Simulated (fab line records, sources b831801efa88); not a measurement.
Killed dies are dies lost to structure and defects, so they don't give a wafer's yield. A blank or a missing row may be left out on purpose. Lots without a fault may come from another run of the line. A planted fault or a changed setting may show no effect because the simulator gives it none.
fab line records | flow gf180mcu
record lots=13 wafers=37 last_day=34
route steps=602 shown STI@15 NWELL@53 HV_LDD@228 M1@317
lots that met no fault: from a run of the same line without faults
start_h: hours from the record's first day to the start of the lot's first wafer shown | wait_h: hours since the lot's step before | " the same as in the row above | L1.1+2: a row that stands for several wafers | - no value, or no start given | * or withheld: withheld | < > ~ a bound
route shown NAME@n: a module of which the file shows steps, and the number in the route of the first | usual: mean/standard deviation of fault-free wafers | same: alike in all rows | chamber/n: place in a boat | sites: the reading at each site | _std_site: their standard deviation | _edge_site: outer sites' mean less inner sites' | radius_mm: how far each site lies from the wafer's centre | mask NAME#n: copy n | behind: the tool/chamber that last shaped the wafer | hold: why the lot was held/for how many hours/how that ended | device: the transistor (n, p or np) that didn't switch | end of line: the same wafers' tests at the end of the route | a step without rows: its recipe alone | killed: dies lost to structure and defects at the first sort, not the wafer's yield | map: a wafer's dies, x killed, . not, _ none there
set.NAME: the setting as run; set.NAME@STEP: as run at that earlier step | model.NAME: the simulator's own value behind a step, which no gauge read
steps of the route over a sample of lots; a table a step, a row a wafer
services: from which hour (start_h, from the record's first day; less than 0 if before it) a tool's chamber was out of use, for how many hours, and why
## steps
# step GF_STI_ETCH_14
# recipe target=Si chemistry=HBr/Cl2/O2 target_depth_nm=360 icp_w=600 bias_w=150 pressure_mtorr=15 HBr_flow_sccm=150 Cl2_flow_sccm=40 O2_flow_sccm=6 time_s=102.9
# usual HBr_flow_sccm=149.9/0.46 drypump_motor_current_A=5.5/0.54 oes_product_au=0.999/0.0068 run_length_s=131.3/0.48 throttle_valve_pct=25.657/0.0087
# columns lot.wafer tool chamber start_h wait_h HBr_flow_sccm drypump_motor_current_A oes_product_au rf_hours_counter_h run_length_s throttle_valve_pct
L165.1 rie_si-01 1 24.87 0.0 150.0 4.7 0.991 87 130.8 25.654
L165.3 " 2 " " 149.7 5.6 1.009 107 132.0 25.648
L165.4 " 3 " " 150.7 5.6 1.006 1 130.9 25.664
L166.3 rie_si-02 3 31.92 0.0 151.1 6.1 0.998 0 131.3 25.652
L166.4 " 3 " " 150.5 6.1 1.011 - 131.2 25.659
L166.6 " 1 " " 149.9 5.7 0.994 - 132.2 25.669
L167.2 rie_si-02 3 36.52 0.0 149.6 6.2 0.997 0 131.1 25.632
L167.3 " 0 " " 149.3 5.7 1.003 1 131.0 25.661
L167.5 " 3 " " 150.3 6.2 1.007 - 131.1 25.667
L168.2 rie_si-02 3 40.81 0.0 149.7 6.1 1.004 0 131.4 25.656
L168.4 " 1 " " 149.9 5.7 0.993 - 131.8 25.662
L168.5 " 0 " " 149.5 5.7 1.008 - 131.4 25.647
L169.2 rie_si-02 3 45.97 0.0 149.9 6.2 1.003 0 131.2 25.653
L169.3 " 0 " " 149.7 5.7 0.994 1 131.0 25.668
L169.4 " 0 " " 150.3 5.7 0.990 - 131.2 25.664
L170.2 rie_si-01 3 50.58 0.0 150.2 5.6 1.000 1 130.8 25.652
L170.3 " 0 " " 149.9 4.7 1.002 113 131.4 25.659
L170.4 " 2 " " 150.0 5.6 0.996 107 131.6 25.665
L171.2 rie_si-01 2 56.61 0.0 150.3 5.6 0.993 107 132.0 25.668
L171.3 " 3 " " 150.0 5.6 1.001 1 130.9 25.660
L171.4 " 1 " " 150.0 4.7 0.994 87 130.5 25.667
L172.1 rie_si-01 2 62.41 0.0 150.3 5.6 0.995 107 132.0 25.661
L172.4 " 1 " " 149.6 4.7 0.999 - 130.6 25.660
L172.5 " 0 " " 149.5 4.7 0.997 - 131.1 25.651
L173.1 rie_si-02 1 65.66 0.0 150.3 5.7 1.002 43 132.0 25.649
L173.4 " 2 " " 150.5 6.2 1.016 0 131.5 25.644
L173.6 " 1 " " 149.5 5.7 1.005 - 132.0 25.662
L174.2 rie_si-02 0 71.93 0.0 149.5 5.7 0.993 1 131.7 25.656
L174.3 " 2 " " 149.5 6.2 1.005 0 131.3 25.643
L174.4 " 3 " " 150.4 6.2 1.004 0 131.9 25.636
L181.1 rie_si-01 1 108.16 0.0 149.7 4.7 0.993 88 87.7 25.666
L181.5 " 3 " " 149.8 5.6 0.998 - 130.7 25.659
L184.1 rie_si-01 2 123.23 0.0 149.5 5.6 0.999 108 88.3 25.659
L184.4 " 0 " " 150.8 4.7 0.994 114 87.9 25.657
L188.3 rie_si-02 2 147.33 0.0 150.7 6.2 1.007 1 131.2 25.651
L188.4 " 0 " " 150.1 5.7 0.986 2 131.3 25.663
L188.5 " 2 " " 150.2 6.2 0.998 - 131.6 25.670
# step GF_STI_STRIP_15
# recipe chemistry=O2/N2 power_w=1400 pressure_mtorr=1500 platen_temp_c=250 o2_flow_sccm=3000 n2_flow_sccm=300 overash_fraction=0.5
# usual drypump_motor_current_A=5.6/0.62 heater_power_w=335/51 oes_product_au=0.384/0.0048 strip_time_to_endpoint_s=3.74/0.038
# columns lot.wafer tool chamber start_h wait_h drypump_motor_current_A heater_power_w oes_product_au rf_hours_counter_h strip_time_to_endpoint_s
L165.1 plasma_asher-04 1 24.94 0.0 4.9 322 0.376 38 3.71
L165.3 " 1 " " 4.9 319 0.378 - 3.70
L165.4 " 0 " " 6.5 297 0.388 - 3.74
L166.3 plasma_asher-04 0 32.03 0.1 6.5 306 0.382 - 3.77
L166.4 " 1 " " 4.9 318 0.382 - 3.74
L166.6 " 0 " " 6.5 297 0.388 - 3.75
L167.2 plasma_asher-04 0 36.59 0.0 6.5 308 0.386 39 3.77
L167.3 " 0 " " 6.5 300 0.384 - 3.81
L167.5 " 1 " " 4.9 327 0.377 - 3.77
L168.2 plasma_asher-01 0 40.89 0.0 5.7 440 0.380 26 3.76
L168.4 " 0 " " 5.7 439 0.382 - 3.74
L168.5 " 0 " " 5.7 445 0.386 - 3.72
L169.2 plasma_asher-01 1 46.04 0.0 5.7 274 0.376 27 3.68
L169.3 " 1 " " 5.7 279 0.383 - 3.71
L169.4 " 0 " " 5.7 444 0.382 - 3.67
L170.2 plasma_asher-04 0 50.66 0.0 6.5 307 0.378 40 3.67
L170.3 " 1 " " 4.9 322 0.389 - 3.73
L170.4 " 0 " " 6.5 304 0.384 - 3.72
L171.2 plasma_asher-04 0 56.69 0.0 6.5 310 0.389 41 3.72
L171.3 " 1 " " 4.9 315 0.384 - 3.69
L171.4 " 0 " " 6.5 313 0.378 - 3.73
L172.1 plasma_asher-04 0 62.49 0.0 6.5 304 0.381 41 3.80
L172.4 " 0 " " 6.5 302 0.382 - 3.77
L172.5 " 0 " " 6.5 301 0.382 - 3.80
L173.1 plasma_asher-04 0 65.74 0.0 6.4 307 0.385 42 3.75
L173.4 " 0 " " 6.5 306 0.387 - 3.74
L173.6 " 1 " " 4.9 316 0.383 - 3.75
L174.2 plasma_asher-03 0 72.01 0.0 5.0 326 0.386 39 3.70
L174.3 " 0 " " 5.0 341 0.385 - 3.62
L174.4 " 1 " " 5.0 378 0.379 - 3.64
L181.1 plasma_asher-01 0 108.24 0.0 5.7 440 0.406 33 4.29
L181.5 " 0 " " 5.7 431 0.386 - 3.72
L184.1 plasma_asher-03 1 123.31 0.0 4.9 377 0.407 45 4.32
L184.4 " 0 " " 5.0 328 0.408 - 4.21
L188.3 plasma_asher-01 1 147.44 0.1 5.7 281 0.381 - 3.77
L188.4 " 0 " " 5.7 441 0.389 - 3.77
L188.5 " 1 " " 5.7 274 0.382 - 3.71
# step GF_NWELL_TW_MEAS_11
# usual NWELL_TW=1576/6.7
# columns lot.wafer tool chamber start_h wait_h NWELL_TW
L165.1 film_metro-01 - 54.43 0.1 1574
L165.3 " - " " 1581
L165.4 " - " " 1575
L166.3 film_metro-03 - 64.20 0.1 1572
L166.4 " - " " 1571
L166.6 " - " " 1574
L167.2 film_metro-01 - 67.74 0.1 1578
L167.3 " - " " 1581
L167.5 " - " " 1575
L168.2 film_metro-03 - 72.21 0.1 1573
L168.4 " - " " 1584
L168.5 " - " " 1583
L169.2 film_metro-01 - 77.34 0.1 1580
L169.3 " - " " 1581
L169.4 " - " " 1576
L170.2 film_metro-03 - 82.51 0.1 1583
L170.3 " - " " 1577
L170.4 " - " " 1580
L171.2 film_metro-03 - 89.96 0.1 1581
L171.3 " - " " 1585
L171.4 " - " " 1580
L172.1 film_metro-01 - 93.75 0.1 1568
L172.4 " - " " 1571
L172.5 " - " " 1577
L173.1 film_metro-01 - 98.23 0.1 1580
L173.4 " - " " 1581
L173.6 " - " " 1572
L174.2 film_metro-01 - 106.26 0.1 1581
L174.3 " - " " 1580
L174.4 " - " " 1582
L181.1 film_metro-03 - 143.10 0.1 1578
L181.5 " - " " 1580
L184.1 film_metro-01 - 162.43 0.1 1587
L184.4 " - " " 1581
L188.3 film_metro-02 - 183.92 0.1 1575
L188.4 " - " " 1571
L188.5 " - " " 1576
# step GF_HV_LDD_RTA_52
# recipe temp_c=1000 time_s=10 ambient=N2
# usual lamp_power_pct=37.1/2.7 wafer_temp_C_max=1004.1/2.1
# columns lot.wafer tool chamber start_h wait_h lamp_power_pct wafer_temp_C_max
L165.1 rtp_anneal-01 0 269.08 0.0 40.2 1006.1
L165.3 " 0 " " 40.2 1008.2
L165.4 " 0 " " 40.2 1006.8
L166.3 rtp_anneal-02 0 285.86 0.0 34.9 1002.6
L166.4 " 0 " " 34.9 1002.4
L166.6 " 0 " " 34.9 1002.2
L167.2 rtp_anneal-02 0 291.20 0.0 34.9 1002.5
L167.3 " 0 " " 34.9 1001.8
L167.5 " 0 " " 34.9 1001.7
L168.2 rtp_anneal-02 0 300.10 0.0 34.9 1000.6
L168.4 " 0 " " 34.9 1001.9
L168.5 " 0 " " 34.9 1003.3
L169.2 rtp_anneal-01 0 308.91 0.0 40.3 1006.3
L169.3 " 0 " " 40.3 1005.3
L169.4 " 0 " " 40.3 1005.6
L170.2 rtp_anneal-01 0 312.93 0.0 40.3 1005.5
L170.3 " 0 " " 40.3 1005.4
L170.4 " 0 " " 40.4 1005.6
L171.2 rtp_anneal-02 0 319.47 0.0 34.9 1003.0
L171.3 " 0 " " 34.8 1003.2
L171.4 " 0 " " 34.9 1002.8
L172.1 rtp_anneal-01 0 331.31 0.0 40.3 1006.3
L172.4 " 0 " " 40.2 1007.3
L172.5 " 0 " " 40.3 1006.8
L173.1 rtp_anneal-01 0 337.48 0.0 40.2 1005.3
L173.4 " 0 " " 40.2 1005.9
L173.6 " 0 " " 40.3 1004.4
L174.2 rtp_anneal-01 0 342.96 0.0 40.3 1005.2
L174.3 " 0 " " 40.3 1006.2
L174.4 " 0 " " 40.3 1008.4
L181.1 rtp_anneal-01 0 400.15 0.0 40.2 1006.8
L181.5 " 0 " " 40.3 1005.7
L184.1 rtp_anneal-01 0 431.89 0.0 40.3 1007.2
L184.4 " 0 " " 40.3 1004.6
L188.3 rtp_anneal-02 0 460.39 0.0 34.9 1001.5
L188.4 " 0 " " 34.9 1001.6
L188.5 " 0 " " 34.9 1001.8
# step GF_M1_SPUTTER_02
# recipe material=AlCu target_thk_nm=450 power_w=10600 time_s=23.9 chamber_pressure_pa=0.4
# usual throttle_valve_pct=30.2/1.1
# columns lot.wafer tool chamber start_h wait_h throttle_valve_pct
L165.1 pvd_sputter-01 - 359.37 0.0 31.1
L165.3 " - " " 29.7
L165.4 " - " " 31.4
L167.2 pvd_sputter-03 - 383.86 0.0 29.7
L167.3 " - " " 29.5
L167.5 " - " " 29.6
L166.3 pvd_sputter-01 - 385.14 0.0 30.8
L166.4 " - " " 28.2
L166.6 " - " " 31.5
L168.2 pvd_sputter-02 - 393.60 0.0 28.6
L168.4 " - " " 29.5
L168.5 " - " " 32.6
L169.2 pvd_sputter-03 - 403.21 0.0 29.5
L169.3 " - " " 30.4
L169.4 " - " " 29.6
L170.2 pvd_sputter-02 - 407.98 0.0 32.6
L170.3 " - " " 31.9
L170.4 " - " " 29.5
L171.2 pvd_sputter-03 - 413.65 0.0 29.7
L171.3 " - " " 29.0
L171.4 " - " " 30.3
L172.1 pvd_sputter-03 - 429.57 0.0 29.5
L172.4 " - " " 30.7
L172.5 " - " " 30.4
L173.1 pvd_sputter-02 - 435.33 0.0 28.8
L173.4 " - " " 32.2
L173.6 " - " " 28.9
L174.2 pvd_sputter-03 - 443.40 0.0 29.6
L174.3 " - " " 30.8
L174.4 " - " " 29.4
L181.1 pvd_sputter-03 - 502.56 0.0 30.0
L181.5 " - " " 30.1
L184.1 pvd_sputter-03 - 536.37 0.0 30.9
L184.4 " - " " 29.7
L188.3 pvd_sputter-03 - 559.76 0.0 30.0
L188.4 " - " " 30.6
L188.5 " - " " 29.5
## services
# columns tool chamber start_h hours kind
rie_si-02 0 44.13 1.2 repair
plasma_asher-04 - 53.25 0.9 repair
rie_si-01 3 61.85 9.2 repair
plasma_asher-01 - 79.35 2.9 repair
rie_si-01 2 97.81 4.6 repair
rie_si-02 3 147.90 6.6 repair
rie_si-02 2 182.46 17.7 repair
plasma_asher-01 - 204.84 0.4 repair
pvd_sputter-03 - 230.28 3.9 repair
pvd_sputter-03 - 243.80 4.8 repair
rie_si-02 0 301.48 8.8 repair
rie_si-01 0 315.92 15.5 repair
rie_si-02 1 317.01 12.7 repair
pvd_sputter-03 - 328.70 1.0 repair
rie_si-02 - 369.93 0.1 repair
plasma_asher-04 - 382.66 2.0 repair
rie_si-01 0 434.81 2.2 repair
plasma_asher-01 - 438.07 4.9 repair
plasma_asher-04 - 496.03 6.7 repair
plasma_asher-01 - 497.25 15.6 pm
rtp_anneal-02 - 515.58 5.4 pm
plasma_asher-01 - 519.27 1.7 repair
rie_si-01 1 522.96 8.3 repair
rie_si-01 3 538.13 7.1 repair
## key
first_sign step=GF_STI_ETCH_14 reading=run_length_s direction=down sigmas=90 usual=* struck=*
effect step=GF_STI_STRIP_15 reading=strip_time_to_endpoint_s direction=up sigmas=14 usual=* struck=*
met_at GF_STI_ETCH_14
struck_lots L181,L184
struck_wafers L181.1,L184.1,L184.4
sort_left_out L181.1,L184.1,L184.4
tester_left_out L181,L184
not_acting_at GF_NWELL_TW_MEAS_11,GF_HV_LDD_RTA_52,GF_M1_SPUTTER_02
onset_between 62.41 108.16
fault kind=process_parameter_drift tool=rie_si-01 chamber=- onset_h=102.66 steps=GF_STI_ETCH_14 channel=time_s offset=* shape=step end_h=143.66 scope=struck_wafers_only acts_in=* stated=*
# tester_left_out: of these lots the tester's yield and bins aren't shown, on N5 and GAA mostly nor the transistor test; their killed dies are dies lost to structure and defects alone, not to doping, threshold or leakage, so they don't give the yield
# sort_left_out: the simulated sort isn't trusted on such a fault, so these wafers' sort isn't shown, and their yield isn't known
